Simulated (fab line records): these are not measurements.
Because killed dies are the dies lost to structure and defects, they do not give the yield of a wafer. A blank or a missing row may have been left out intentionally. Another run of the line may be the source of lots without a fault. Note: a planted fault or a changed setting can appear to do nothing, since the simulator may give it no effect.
Struck lot and sound lot, side by side -- flow gf180mcu -- 15 out of 602 route steps
Sound: wafers L874.1, L874.2, L874.4. Struck: wafers L880.1, L880.2, L880.5. The cause is given at the end.
Each step with rows lists, per side, the tool, then ch with its chambers, then its first start. Under that, the readings that differ: sound wafers -- struck wafers -- difference of the means -- sigmas: that difference in standard deviations of wafers without a fault.
alike: a reading whose means differ by less than 2 such deviations, as well as words and numbers matching on both sides. not compared: withheld readings; readings where some wafer has no value; bounds like >300 that might hide an equal value; numbers whose values overlap and for which the record gives no deviation.
Wherever a step has rows on one side only, a row that says differs or no value, or a row with sigmas, the two part there. Numbers that don't overlap but have no deviation are shown without sigmas and don't part them. A reading missing from all wafers of one side parts the sides only when that side holds two or more wafers.

first, 4 steps without rows for these wafers: GF_M1_SOFTBAKE_10 (time 60 s); GF_M1_EXPOSE_11 (exposes mask Metal1, target cd 230 nm); GF_M1_PEB_12 (peb time 90 s); GF_M1_DEVELOP_13 (develop time 60 s).
GF_M1_CD_MEAS_14 targets a cd of 230 nm.
  sound on cd-sem-01, day 17 21:01; struck on cd-sem-01, day 20 07:58
  alike: cd-nm
GF_M1_OVL_MEAS_15:
  sound on overlay-02, day 17 21:08; struck on overlay-01, day 20 08:05
  alike: M1_OVL
GF_M1_METAL_ETCH_16: etches the open film in Cl2/BCl3, stops on SiO2, target depth 627.5 nm, time 104.6 s.
  sound on rie-metal-04 ch 0, day 17 21:11; struck on rie-metal-03 ch 0,1, day 20 08:08
  alike: drypump-motor-current-A, oes-product-au, throttle-valve-pct
  not compared: rf-hours-counter-h
GF_M1_STRIP_17: strips in O2/N2.
  sound on plasma-asher-02 ch 0,1, day 17 21:24; struck on plasma-asher-02 ch 0,1, day 20 08:14
  alike: drypump-motor-current-A, heater-power-w, oes-product-au, strip-time-to-endpoint-s
  not compared: rf-hours-counter-h
then, 3 steps without rows for these wafers: GF_M1_STRIP_18 (strips in post etch residue remover, time 1200 s); GF_M1_CLEAN_19 (cleans in DIW); GF_V1_CVD_00 (deposits SiO2, target thk 600 nm, time 100 s).
GF_V1_THK_MEAS_01:
  sound on film-metro-01, day 17 22:01; struck on film-metro-01, day 20 08:50
  alike: V1_CVD_00_THK
GF_V1_CVD_02: deposits SiO2 from TEOS, target thk 850 nm, time 94.851 s.
  sound on pecvd-02 ch 0,1,2, day 17 22:05; struck on pecvd-02 ch 0,1, day 20 08:54
reading,sound,struck,difference,sigmas
run-length-s (s),123.1 122.6 122.2,125.9 125.5 125.6,+3.0,+5
model.SiO2_of_V1_CVD_02.thk-nm (nm),832.4 843.5 856.6,864 859.1 886.1,+26,
  alike: heater-power-w
GF_V1_THK_MEAS_03:
  sound on film-metro-04, day 17 22:09; struck on film-metro-02, day 20 08:58
reading,sound,struck,difference,sigmas
V1_CVD_02_THK (nm),832 843 856,864 859 886,+26,+2
GF_PASSIVATION_PROBE_99:
  rows exist in the record for the sound wafers here (prober-01, day 29 18:02), none for the struck ones

## WHERE THEY PART
First at GF_V1_CVD_02; last, within this record, at GF_PASSIVATION_PROBE_99.

WHY: the cause the simulator had injected
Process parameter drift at GF_V1_CVD_02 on pecvd-02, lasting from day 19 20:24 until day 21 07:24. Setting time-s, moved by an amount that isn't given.
